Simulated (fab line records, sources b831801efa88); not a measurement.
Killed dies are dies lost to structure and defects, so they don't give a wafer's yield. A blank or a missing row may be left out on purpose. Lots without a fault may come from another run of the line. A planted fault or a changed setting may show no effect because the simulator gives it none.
Problem report in the 8D (eight disciplines) form, filled by code | flow sky130 | the parts of the form that need people (team, actions taken, sign-off) are left out

1. THE PROBLEM
VIA1_HDPCVD_THK at SKY_VIA1_THK_MEAS_01 reads a mean of 521 nm on 2 wafers of 2 lots; wafers without a fault read 1031 nm with a standard deviation of 10. That is -51 standard deviations from the usual mean.
First seen on wafer L873.2, day 39 20:17, on film_metro-01. The record holds 36 wafers of 12 lots with a number at this step. Rule for "out", or "out of limits": more than 4 standard deviations from the usual mean. The other wafers with a number count as sound.

2. WHAT IT IS AND WHAT IT IS NOT
question                    | is                | is not
which readings at this step | VIA1_HDPCVD_THK   | -
which lots                  | L873, L875        | L855, L857, L859, L860, L862, L863, L864, L866, L867, L876
which wafers of those lots  | L873.2, L875.5    | L873.1, L873.4, L875.1, L875.3
read on which gauges        | film_metro-01     | film_metro-03, film_metro-04
when                        | from day 39 20:17 | up to then (29 sound wafers); but 5 sound wafers of L875, L876 came after

3. SUSPECTS, AND WHAT RULES EACH OUT
Counting: a tool at a process step up to the reading stays a suspect if it ran every lot that is out. Sound lots after the first of them don't rule it out here, since some wafers of a struck lot are sound.
- the gauge at SKY_VIA1_THK_MEAS_01: ruled out. All the wafers that are out were read on film_metro-01, but those of them that SKY_VIA1_HDPCVD_00 has rows for are out there too, on other tools.
- hdpcvd-01 at SKY_VIA1_HDPCVD_00 (deposits SiO2, target thk 1030 nm, time 171.7 s): kept. It ran every lot that is out, first L873 (day 39 20:10); its last sound lot up to then is L866 (day 36 17:49). Its own readings are out on those wafers: sih4_flow_sccm.
- Within hdpcvd-01 at SKY_VIA1_HDPCVD_00: the wafers that are out ran in chamber 0; their sound lot-mates ran in chambers 1, 2.
Left after counting: hdpcvd-01 at SKY_VIA1_HDPCVD_00.

4. THE CAUSE (what the simulator had put in)
Process parameter drift: hdpcvd-01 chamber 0, from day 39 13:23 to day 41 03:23, at SKY_VIA1_HDPCVD_00. Setting sih4_flow_sccm, moved by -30, from 60. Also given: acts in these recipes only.
Counting left only this tool.

5. THE CHAIN OF EFFECTS, in route order
Each row: a reading whose mean over the struck wafers that have a number lies more than 3 standard deviations from the usual. Only readings for which the record gives a usual standard deviation are gone through. hours: the time from each lot's start at the first step in this table that gives one to its start at this step, as a median over the lots. sigmas: the change in usual standard deviations.
hours | step                 | reading         | usual      | on struck wafers | change | sigmas
0     | SKY_VIA1_HDPCVD_00   | sih4_flow_sccm  | 60.02 sccm | 29.79            | -30.23 | -99 or more
0     | SKY_VIA1_THK_MEAS_01 | VIA1_HDPCVD_THK | 1031 nm    | 521              | -510   | -51
The process steps in it:
- SKY_VIA1_HDPCVD_00: deposits SiO2, target thk 1030 nm, time 171.7 s.

6. WHAT WOULD HAVE CAUGHT IT SOONER
In this record the first reading out of limits at a measuring or inspecting step was taken at day 39 20:17, 7 hours after the fault began at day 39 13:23.
The tool's own readings at SKY_VIA1_HDPCVD_00 were out on every struck wafer that the step has a row for (sih4_flow_sccm): an alarm limit on them would have fired on the first of those.
Of the lots that are out (2), L875 began SKY_VIA1_HDPCVD_00 on hdpcvd-01 after day 39 20:17. A hold on the tool at that time would have spared it.
